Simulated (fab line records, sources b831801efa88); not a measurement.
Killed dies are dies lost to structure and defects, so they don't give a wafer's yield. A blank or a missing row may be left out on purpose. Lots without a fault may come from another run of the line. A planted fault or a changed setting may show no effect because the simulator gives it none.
A struck lot beside a sound one    flow sky130    17 out of 708 route steps
Sound: these wafers, L467.2, L467.3, L467.4. Struck: wafers L471.1, L471.4, L471.5. Last of all comes the cause.
For every step that has rows: the tool of each side, followed by ch and its chambers, followed by its first start. Under that, the readings that differ: sound wafers    struck wafers    difference of the means    sigmas: that difference in standard deviations of wafers without a fault.
alike: words and numbers the same on both sides, and readings whose means are apart by under 2 such deviations; not compared: readings that were withheld, readings missing a value for some wafer, numbers with overlapping values and no deviation given by the record, and bounds like >300 which may hide the same value.
A row with sigmas, a row that says differs or no value, or rows on one side alone: a step with any of these is where the two part. Numbers that don't overlap but have no deviation are shown without sigmas and don't part them. Lack of a reading on every wafer of one side parts them only where that side has two or more wafers.

first, 3 steps without rows for these wafers: SKY_LI_CONTACT_EXPOSE_09 (exposes mask LICM1, target cd 170 nm); SKY_LI_CONTACT_PEB_10; SKY_LI_CONTACT_DEVELOP_11 (develop time 60 s).
SKY_LI_CONTACT_CD_MEAS_12 targets a cd of 170 nm.
  sound: cd_sem-02 at day 28 21:35; struck: cd_sem-02 at day 30 13:47
  alike: cd_nm
SKY_LI_CONTACT_OVL_MEAS_13:
  sound: overlay-01 at day 28 21:42; struck: overlay-02 at day 30 13:55
  alike: LI_CONTACT_OVL
SKY_LI_CONTACT_ETCH_14: etches BARC in N2/H2, stops on SiO2, time 45.9 s, target depth 60 nm.
  sound on rie_diel-01 ch 0,1,3, day 28 21:44; struck on rie_diel-03 ch 0,1,3, day 30 13:57
  alike: drypump_motor_current_A, oes_product_au, throttle_valve_pct
  not compared: rf_hours_counter_h
SKY_LI_CONTACT_ETCH_15: etches PSG in C4F8/O2/Ar, stops on Si, target depth 600 nm.
  sound on rie_diel-01 ch 0,1,3, day 28 21:46; struck on rie_diel-03 ch 0,1,3, day 30 13:59
  alike: oes_product_au
SKY_LI_CONTACT_STRIP_16: strips in O2/N2.
  sound on plasma_asher-03 ch 0,1, day 28 21:52; struck on plasma_asher-03 ch 0,1, day 30 14:05
  alike: drypump_motor_current_A, oes_product_au, strip_time_to_endpoint_s
  not compared: rf_hours_counter_h
then, 2 steps without rows for these wafers: SKY_LI_CONTACT_CLEAN_17 (cleans in NMP, time 600 s); SKY_LI_CONTACT_PRE_CLEAN_18 (time 5.6 s).
SKY_LI_CONTACT_SPUTTER_19: material Ti, target thk 20 nm, time 106.37 s.
  sound: pvd_sputter-04 at day 28 22:09; struck: pvd_sputter-01 at day 30 14:22
  alike: throttle_valve_pct
then, 1 step without rows for these wafers: SKY_LI_CONTACT_SPUTTER_20 (material TiN, target thk 20 nm, time 80 s).
SKY_LI_CONTACT_CVD_21: deposits W, target thk 400 nm, time 120.56 s.
  sound on cvd_w-01 ch 0,1, day 28 22:17; struck on cvd_w-01 ch 0, day 30 14:31
reading                                   sound                 struck                difference  sigmas
susceptor_temp_C (C)                      399.80 399.81 400.28  403.04 403.57 403.35  +3.36       +13
model.W_of_LI_CONTACT_CVD_21.thk_nm (nm)  399.2 396.2 402.9     424.1 422.2 424.3     +24.1       
  alike: heater_power_w
SKY_LI_CONTACT_RS_MEAS_22: measures by four-point-probe.
  sound: film_metro-02 at day 28 22:26; struck: film_metro-02 at day 30 14:38
reading                   sound              struck             difference  sigmas
LI_CONTACT_W_RS (ohm/sq)  0.285 0.288 0.283  0.269 0.269 0.268  -0.017      -4
SKY_LI_CONTACT_THK_MEAS_23: measures by xrf.
  sound: film_metro-02 at day 28 22:32; struck: film_metro-02 at day 30 14:45
reading                sound        struck       difference  sigmas
LI_CONTACT_W_THK (nm)  413 408 417  440 438 439  +26         +4
SKY_LI_CONTACT_CMP_24: polishes, stops on PSG, t overpolish 20 s, target thk 0 nm.
  sound on cmp-01 ch 0,2,3, day 28 22:38; struck on cmp-02 ch 0,1,3, day 30 14:53
  alike: motor_current_A, platen_rpm
after that, 1 step had no rows for these wafers: SKY_PAD_OPEN_PROBE_99.

WHERE THEY PART
Earliest at SKY_LI_CONTACT_CVD_21; latest, in this record, at SKY_LI_CONTACT_THK_MEAS_23. Later steps at which nothing parts them and some readings are alike: SKY_LI_CONTACT_CMP_24.

WHY: the cause the simulator had injected
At SKY_LI_CONTACT_CVD_21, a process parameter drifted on cvd_w-01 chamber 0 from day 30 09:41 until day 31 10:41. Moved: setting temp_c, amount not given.
